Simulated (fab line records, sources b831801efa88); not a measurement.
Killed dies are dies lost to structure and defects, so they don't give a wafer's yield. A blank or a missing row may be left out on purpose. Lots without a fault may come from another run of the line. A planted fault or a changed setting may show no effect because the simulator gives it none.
Chamber matching | flow gf180mcu | GF_V3_CVD_02 on pecvd-04: 3 sister chambers
The step deposits SiO2 from TEOS, target thk 850 nm, time 94.851 s. 14 wafers are shown with their chamber, then 7 later ones without.

WAFERS WITH THEIR CHAMBER
wafer  | chamber | heater_power_w (W) | rf_fwd_power_W (W)
L075.1 | 1       | 621                | 596.8
L075.4 | 2       | 632                | 596.3
L075.5 | 1       | 498                | 598.9
L078.1 | 0       | 669                | 599.7
L078.2 | 1       | 501                | 595.4
L078.5 | 0       | 713                | 597.6
L081.3 | 1       | 660                | 599.1
L081.5 | 1       | 501                | 595.6
L081.6 | 2       | 672                | 596.3
L083.1 | 2       | 674                | 598.8
L083.2 | 1       | 651                | 597.0
L083.4 | 0       | 703                | 598.2
L087.1 | 2       | 634                | 594.5
L087.2 | 1       | 636                | 599.6

SIGNATURES (means of the wafers above)
reading        | chamber 0 | chamber 1 | chamber 2 | scatter within a chamber
heater_power_w | 695.00    | 581.14    | 653.00    | 58.9
rf_fwd_power_W | 598.500   | 597.486   | 596.475   | 1.63
Rule: a wafer's distance from a chamber is the root of the sum, over the readings, of the square of ((its reading less the chamber's mean) divided by the reading's scatter). The wafer belongs to the nearest chamber; if the next one is less than 2 further off, it can't be placed. The scatter: the root of (the sum of the squares of (reading less its chamber's mean) over the shown wafers, divided by (wafers less chambers)).

WAFERS WITHOUT THEIR CHAMBER
wafer  | heater_power_w (W) | rf_fwd_power_W (W)
L087.3 | 626                | 594.8
L088.2 | 531                | 595.4
L088.4 | 663                | 595.7
L088.5 | 682                | 596.8
L089.4 | 589                | 595.9
L089.5 | 610                | 595.6
L089.6 | 627                | 595.7

WHICH CHAMBER EACH WENT THROUGH
wafer  | from the rows above          | in truth
L087.3 | can't be placed: 2 or 1 or 0 | 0
L088.2 | can't be placed: 1 or 2 or 0 | 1
L088.4 | can't be placed: 2 or 1 or 0 | 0
L088.5 | can't be placed: 2 or 0 or 1 | 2
L089.4 | can't be placed: 1 or 2 or 0 | 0
L089.5 | can't be placed: 2 or 1 or 0 | 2
L089.6 | can't be placed: 2 or 1 or 0 | 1
Placed correctly: 0 of 7. Can't be placed from these rows: 7 (the true chamber is among the candidates in 7). Placed wrongly: 0.
